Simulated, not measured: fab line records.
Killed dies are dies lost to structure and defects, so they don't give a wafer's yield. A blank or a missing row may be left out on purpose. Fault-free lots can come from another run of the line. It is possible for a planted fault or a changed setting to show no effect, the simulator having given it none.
fab line records    flow sky130
record lots=11  wafers=33  last-day=50
route steps=708 shown FIELD_ISO@15 DNWELL@44 NWELL@81
lots with no fault: from the same line, run without faults
start-h: start of the lot's first displayed wafer, in hours after the record's first day    wait-h: hours since the lot's step before    " the same as in the row above    L1.1+2: one row covering several wafers at once    - no value, or no start was given    * or withheld: withheld    < > ~ a bound
route shown NAME@n: NAME is a module with steps in the file, n the number in the route of the first one    usual: the fault-free wafers' mean and standard deviation    same: alike in all rows    chamber/n: place in a boat    sites: each site's reading    _std_site: their standard deviation    _edge_site: mean of outer sites minus mean of inner sites    radius-mm: how far each site lies from the wafer's centre    mask NAME#n: copy n    behind: the most recent tool/chamber to have shaped the wafer    hold: why the lot was held/for how many hours/how that ended    device: the transistor (n, p or np) that didn't switch    end of line: the tests these same wafers got at the end of their route    a step with no rows: only its recipe    killed: at the first sort, the dies lost to defects and structure; wafer yield is something else    map: dies across one wafer; x = killed, . = not, _ = none there
set.NAME: the setting as run; set.NAME@STEP: as run at that earlier step    model.NAME: the simulator's own value behind a step, which no gauge read
one table for each step of the route and one row for each wafer, over a sample of lots
services: the hour from which a tool's chamber was out of use, counted from the record's first day as start-h (under 0 if before that day), plus the number of hours and why
## steps
# step SKY_FIELD_ISO_ETCH_14
# recipe chemistry=N2/H2  target=BARC  ion-energy-ev=200  source-w=500  bias-w=100  pressure-mtorr=30  n2-flow-sccm=100  h2-flow-sccm=200  stop-on=SiO2  time-s=45.9  target-depth-a=600
# usual drypump-motor-current-A=5.7/0.47  oes-product-au=0.855/0.0049  run-length-s=74.2/0.38  throttle-valve-pct=13.223/0.0083
lot.wafer  tool         chamber  start-h  wait-h  drypump-motor-current-A  oes-product-au  rf-hours-counter-h  run-length-s  throttle-valve-pct
L936.2     rie-diel-01  1        55.17    0.1     6.4                      0.858           157                 74.4          13.213
L936.5     "            1        "        "       6.3                      0.851           -                   74.4          13.237
L936.6     "            0        "        "       5.7                      0.853           -                   74.8          13.227
L937.2     rie-diel-01  2        60.71    0.1     5.4                      0.852           6                   73.6          13.225
L937.4     "            3        "        "       5.3                      0.857           122                 74.1          13.226
L937.6     "            3        "        "       5.3                      0.854           -                   73.9          13.245
L938.1     rie-diel-01  3        65.26    0.1     5.4                      0.856           122                 73.7          13.216
L938.4     "            2        "        "       5.4                      0.857           6                   73.4          13.224
L938.5     "            2        "        "       5.4                      0.853           -                   73.6          13.221
L939.4     rie-diel-01  1        69.57    0.0     6.3                      0.857           157                 74.6          13.232
L939.5     "            0        "        "       5.6                      0.855           -                   74.2          13.224
L939.6     "            3        "        "       5.4                      0.854           -                   73.6          13.224
L940.1     rie-diel-01  1        76.32    0.1     6.3                      0.786           157                 82.9          13.213
L940.2     "            3        "        "       5.4                      0.778           122                 82.7          13.213
L940.3     "            2        "        "       5.4                      0.787           7                   81.9          13.220
L941.4     rie-diel-01  0        85.46    0.0     5.7                      0.771           4                   82.9          13.222
L941.5     "            2        "        "       5.4                      0.784           -                   81.8          13.211
L941.6     "            3        "        "       5.3                      0.782           -                   82.4          13.221
L947.1     rie-diel-02  1        112.36   0.1     6.6                      0.860           68                  74.3          13.225
L947.5     "            2        "        "       5.8                      0.858           -                   74.2          13.239
L947.6     "            1        "        "       6.6                      0.850           -                   73.8          13.226
L951.1     rie-diel-02  3        132.22   0.1     5.3                      0.863           1                   74.2          13.234
L951.3     "            0        "        "       5.2                      0.855           9                   74.1          13.220
L951.6     "            3        "        "       5.3                      0.863           -                   74.4          13.225
L952.3     rie-diel-03  2        138.72   0.1     6.4                      0.851           28                  74.3          13.222
L952.4     "            3        "        "       5.6                      0.851           19                  74.6          13.235
L952.5     "            1        "        "       5.9                      0.857           -                   74.3          13.208
L953.2     rie-diel-02  0        145.81   0.1     5.2                      0.848           9                   73.8          13.218
L953.3     "            3        "        "       5.3                      0.860           1                   74.4          13.239
L953.4     "            1        "        "       6.6                      0.867           69                  74.0          13.209
L954.3     rie-diel-02  0        151.26   0.1     5.2                      0.847           10                  73.9          13.230
L954.4     "            1        "        "       6.6                      0.858           69                  73.9          13.224
L954.5     "            0        "        "       5.2                      0.856           -                   74.0          13.231
# step SKY_FIELD_ISO_ETCH_15
# recipe chemistry=CHF3/O2  target-depth-nm=180  stop-on=Si  source-w=600  bias-w=194.3  pressure-mtorr=40  chf3-flow-sccm=50  O2_flow_sccm=5  time-s=72
# usual drypump-motor-current-A=5.7/0.47  oes-product-au=0.949/0.0061  run-length-s=100.3/0.38  throttle-valve-pct=8.845/0.0097
lot.wafer  tool         chamber  start-h  wait-h  drypump-motor-current-A  oes-product-au  rf-hours-counter-h  run-length-s  throttle-valve-pct
L936.2     rie-diel-01  1        55.21    0.0     6.3                      0.959           157                 100.5         8.841
L936.5     "            1        "        "       6.3                      0.953           -                   100.5         8.838
L936.6     "            0        "        "       5.7                      0.946           -                   101.3         8.844
L937.2     rie-diel-01  2        60.75    0.0     5.4                      0.953           6                   100.0         8.831
L937.4     "            3        "        "       5.3                      0.949           122                 99.8          8.839
L937.6     "            3        "        "       5.3                      0.948           -                   99.8          8.852
L938.1     rie-diel-01  3        65.30    0.0     5.4                      0.954           122                 99.9          8.852
L938.4     "            2        "        "       5.4                      0.957           6                   99.6          8.851
L938.5     "            2        "        "       5.4                      0.954           -                   99.5          8.844
L939.4     rie-diel-01  1        69.61    0.0     6.3                      0.947           157                 100.6         8.848
L939.5     "            0        "        "       5.7                      0.942           -                   100.8         8.833
L939.6     "            3        "        "       5.3                      0.946           -                   100.2         8.854
L940.1     rie-diel-01  1        76.36    0.0     6.3                      0.954           157                 100.6         8.852
L940.2     "            3        "        "       5.3                      0.933           123                 99.7          8.843
L940.3     "            2        "        "       5.4                      0.943           7                   99.8          8.840
L941.4     rie-diel-01  0        85.50    0.0     5.7                      0.950           4                   100.3         8.834
L941.5     "            2        "        "       5.4                      0.943           -                   100.1         8.844
L941.6     "            3        "        "       5.3                      0.943           -                   99.8          8.837
L947.1     rie-diel-02  1        112.40   0.0     6.6                      0.946           68                  100.1         8.851
L947.5     "            2        "        "       5.7                      0.955           -                   100.0         8.833
L947.6     "            1        "        "       6.6                      0.952           -                   100.1         8.837
L951.1     rie-diel-02  3        132.26   0.0     5.3                      0.937           1                   100.5         8.832
L951.3     "            0        "        "       5.2                      0.937           9                   99.8          8.832
L951.6     "            3        "        "       5.3                      0.944           -                   100.3         8.845
L952.3     rie-diel-03  2        138.76   0.0     6.4                      0.938           28                  100.8         8.856
L952.4     "            3        "        "       5.6                      0.939           19                  100.4         8.844
L952.5     "            1        "        "       5.9                      0.950           -                   100.5         8.837
L953.2     rie-diel-02  0        145.85   0.0     5.2                      0.951           9                   100.0         8.849
L953.3     "            3        "        "       5.3                      0.952           1                   101.0         8.855
L953.4     "            1        "        "       6.6                      0.948           69                  99.9          8.823
L954.3     rie-diel-02  0        151.30   0.0     5.2                      0.945           10                  100.2         8.846
L954.4     "            1        "        "       6.6                      0.956           69                  100.2         8.855
L954.5     "            0        "        "       5.2                      0.950           -                   100.0         8.854
# step SKY_FIELD_ISO_STRIP_16
# recipe chemistry=O2/N2  power-w=1400  pressure-mtorr=1500  platen-temp-c=withheld  o2-flow-sccm=3000  n2-flow-sccm=300  overash-fraction=0.5
# usual drypump-motor-current-A=5.9/0.56  oes-product-au=0.377/0.0044  strip-time-to-endpoint-s=3.55/0.038
lot.wafer  tool             chamber  start-h  wait-h  drypump-motor-current-A  oes-product-au  rf-hours-counter-h  strip-time-to-endpoint-s
L936.2     plasma-asher-01  1        55.27    0.0     5.1                      0.368           27                  3.58
L936.5     "                0        "        "       5.5                      0.382           -                   3.58
L936.6     "                1        "        "       5.2                      0.374           -                   3.51
L937.2     plasma-asher-03  1        60.81    0.0     6.0                      0.376           40                  3.53
L937.4     "                0        "        "       6.5                      0.374           -                   3.52
L937.6     "                1        "        "       6.0                      0.379           -                   3.54
L938.1     plasma-asher-04  1        65.36    0.0     6.5                      0.384           37                  3.50
L938.4     "                0        "        "       5.2                      0.379           -                   3.53
L938.5     "                0        "        "       5.2                      0.373           -                   3.51
L939.4     plasma-asher-01  1        69.70    0.1     5.2                      0.385           -                   3.60
L939.5     "                1        "        "       5.2                      0.378           -                   3.54
L939.6     "                0        "        "       5.5                      0.382           -                   3.52
L940.1     plasma-asher-01  0        76.42    0.0     5.5                      0.377           30                  3.52
L940.2     "                1        "        "       5.1                      0.371           30                  3.44
L940.3     "                0        "        "       5.5                      0.381           -                   3.40
L941.4     plasma-asher-03  1        85.59    0.1     6.0                      0.372           -                   3.39
L941.5     "                0        "        "       6.6                      0.370           -                   3.38
L941.6     "                1        "        "       6.0                      0.377           -                   3.42
L947.1     plasma-asher-04  0        112.46   0.0     5.2                      0.379           42                  3.55
L947.5     "                1        "        "       6.5                      0.381           -                   3.59
L947.6     "                0        "        "       5.2                      0.374           -                   3.53
L951.1     plasma-asher-04  0        132.32   0.0     5.2                      0.383           45                  3.62
L951.3     "                0        "        "       5.1                      0.373           -                   3.56
L951.6     "                0        "        "       5.1                      0.373           -                   3.62
L952.3     plasma-asher-03  1        138.85   0.1     6.0                      0.383           -                   3.58
L952.4     "                0        "        "       6.6                      0.375           -                   3.55
L952.5     "                1        "        "       6.0                      0.378           -                   3.54
L953.2     plasma-asher-03  1        145.91   0.0     6.1                      0.376           47                  3.58
L953.3     "                0        "        "       6.5                      0.382           -                   3.60
L953.4     "                1        "        "       6.0                      0.381           -                   3.58
L954.3     plasma-asher-01  0        151.39   0.1     5.5                      0.375           -                   3.55
L954.4     "                1        "        "       5.2                      0.380           -                   3.53
L954.5     "                1        "        "       5.2                      0.376           -                   3.51
# step SKY_DNWELL_TW_MEAS_09
# usual DNWELL_TW=1113/13
lot.wafer  tool           chamber  start-h  wait-h  DNWELL_TW
L936.2     film-metro-01  -        83.75    0.1     1122
L936.5     "              -        "        "       1120
L936.6     "              -        "        "       1118
L937.2     film-metro-03  -        90.40    0.1     1095
L937.4     "              -        "        "       1094
L937.6     "              -        "        "       1097
L938.1     film-metro-02  -        90.60    0.1     1120
L938.4     "              -        "        "       1126
L938.5     "              -        "        "       1112
L939.4     film-metro-01  -        95.57    0.1     1128
L939.5     "              -        "        "       1117
L939.6     "              -        "        "       1116
L940.1     film-metro-03  -        100.24   0.1     1104
L940.2     "              -        "        "       1107
L940.3     "              -        "        "       1104
L941.4     film-metro-02  -        111.82   0.1     1124
L941.5     "              -        "        "       1115
L941.6     "              -        "        "       1116
L947.1     film-metro-03  -        140.01   0.1     1102
L947.5     "              -        "        "       1102
L947.6     "              -        "        "       1096
L951.1     film-metro-02  -        158.86   0.1     1132
L951.3     "              -        "        "       1137
L951.6     "              -        "        "       1132
L952.3     film-metro-03  -        165.37   0.1     1100
L952.4     "              -        "        "       1100
L952.5     "              -        "        "       1101
L953.2     film-metro-01  -        174.37   0.1     1126
L953.3     "              -        "        "       1135
L953.4     "              -        "        "       1124
L954.3     film-metro-02  -        179.41   0.1     1116
L954.4     "              -        "        "       1118
L954.5     "              -        "        "       1116
# step SKY_NWELL_RTA_28
# recipe temp-c=1050  time-s=30  idle-temp-c=650  ramp-up-c-per-s=150  ramp-down-c-per-s=90  ambient=N2
# usual lamp-power-pct=25.30/0.061  wafer_temp_C_max=1054.7/0.97
lot.wafer  tool           chamber  start-h  wait-h  lamp-power-pct  wafer_temp_C_max
L936.2     rtp-anneal-01  0        138.03   0.0     25.24           1053.9
L936.5     "              0        "        "       25.18           1053.9
L936.6     "              0        "        "       25.48           1053.9
L937.2     rtp-anneal-02  0        146.00   0.0     25.29           1053.8
L937.4     "              0        "        "       25.23           1054.5
L937.6     "              0        "        "       25.23           1055.3
L938.1     rtp-anneal-01  0        146.79   0.0     25.42           1053.0
L938.4     "              0        "        "       25.30           1055.6
L938.5     "              0        "        "       25.21           1056.4
L939.4     rtp-anneal-02  0        153.04   0.1     25.33           1056.4
L939.5     "              0        "        "       25.28           1056.8
L939.6     "              0        "        "       25.28           1054.4
L940.1     rtp-anneal-01  0        158.06   0.0     25.29           1056.0
L940.2     "              0        "        "       25.33           1054.5
L940.3     "              0        "        "       25.31           1054.1
L941.4     rtp-anneal-02  0        172.01   0.1     25.24           1054.3
L941.5     "              0        "        "       25.27           1056.1
L941.6     "              0        "        "       25.43           1054.6
L947.1     rtp-anneal-02  0        204.45   0.0     25.24           1054.4
L947.5     "              0        "        "       25.36           1055.5
L947.6     "              0        "        "       25.26           1058.1
L951.1     rtp-anneal-02  0        222.51   0.0     25.27           1054.3
L951.3     "              0        "        "       25.20           1052.6
L951.6     "              0        "        "       25.33           1057.0
L952.3     rtp-anneal-02  0        229.52   0.0     25.21           1054.1
L952.4     "              0        "        "       25.32           1054.9
L952.5     "              0        "        "       25.44           1055.3
L953.2     rtp-anneal-02  0        241.07   0.0     25.33           1054.9
L953.3     "              0        "        "       25.40           1052.5
L953.4     "              0        "        "       25.25           1055.3
L954.3     rtp-anneal-01  0        246.02   0.0     25.38           1054.0
L954.4     "              0        "        "       25.39           1053.8
L954.5     "              0        "        "       25.29           1055.2
## services
tool             chamber  start-h  hours  kind
rie-diel-01      2        44.20    2.5    repair
rie-diel-02      3        56.73    -      clean
rie-diel-02      3        56.73    18.0   scheduled-down
rie-diel-02      3        56.73    18.0   vent-cycle
rie-diel-01      1        78.41    3.9    repair
plasma-asher-04  -        84.45    1.4    repair
rie-diel-02      -        95.66    0.2    repair
rie-diel-03      1        99.58    5.3    repair
rie-diel-01      1        103.97   15.2   repair
plasma-asher-03  -        107.53   14.6   pm
plasma-asher-04  -        131.09   0.3    repair
rie-diel-01      1        139.40   -      clean
rie-diel-01      1        139.40   18.7   scheduled-down
rie-diel-01      1        139.40   18.7   vent-cycle
rie-diel-03      -        144.10   0.2    repair
rie-diel-02      0        190.89   9.9    repair
plasma-asher-04  -        201.56   1.4    repair
plasma-asher-04  -        205.25   5.7    repair
rie-diel-02      1        208.93   4.9    repair
rie-diel-03      0        235.57   -      clean
rie-diel-03      0        235.57   37.2   scheduled-down
rie-diel-03      0        235.57   37.2   vent-cycle
rie-diel-02      -        237.56   2.8    pm
## key
first-sign step=SKY_FIELD_ISO_ETCH_14  reading=run-length-s  direction=up  sigmas=22  usual=*  struck=*
effect step=SKY_FIELD_ISO_ETCH_14  reading=oes-product-au  direction=down  sigmas=15  usual=0.855  struck=0.781
effect step=SKY_FIELD_ISO_STRIP_16  reading=strip-time-to-endpoint-s  direction=down  sigmas=3.3  usual=*  struck=*
met-at SKY_FIELD_ISO_ETCH_14
struck-lots L940,L941
tester-left-out L940,L941
not-acting-at SKY_FIELD_ISO_ETCH_15,SKY_DNWELL_TW_MEAS_09,SKY_NWELL_RTA_28
onset-between 69.57 76.32
fault kind=process-parameter-drift  tool=rie-diel-01  chamber=-  onset-h=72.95  steps=SKY_FIELD_ISO_ETCH_14  channel=time-s  offset=*  shape=step  end-h=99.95  acts-in=*  stated=*
# tester-left-out: of these lots the tester's yield and bins aren't shown, on N5 and GAA mostly nor the transistor test; their killed dies are dies lost to structure and defects alone, not to doping, threshold or leakage, so they don't give the yield
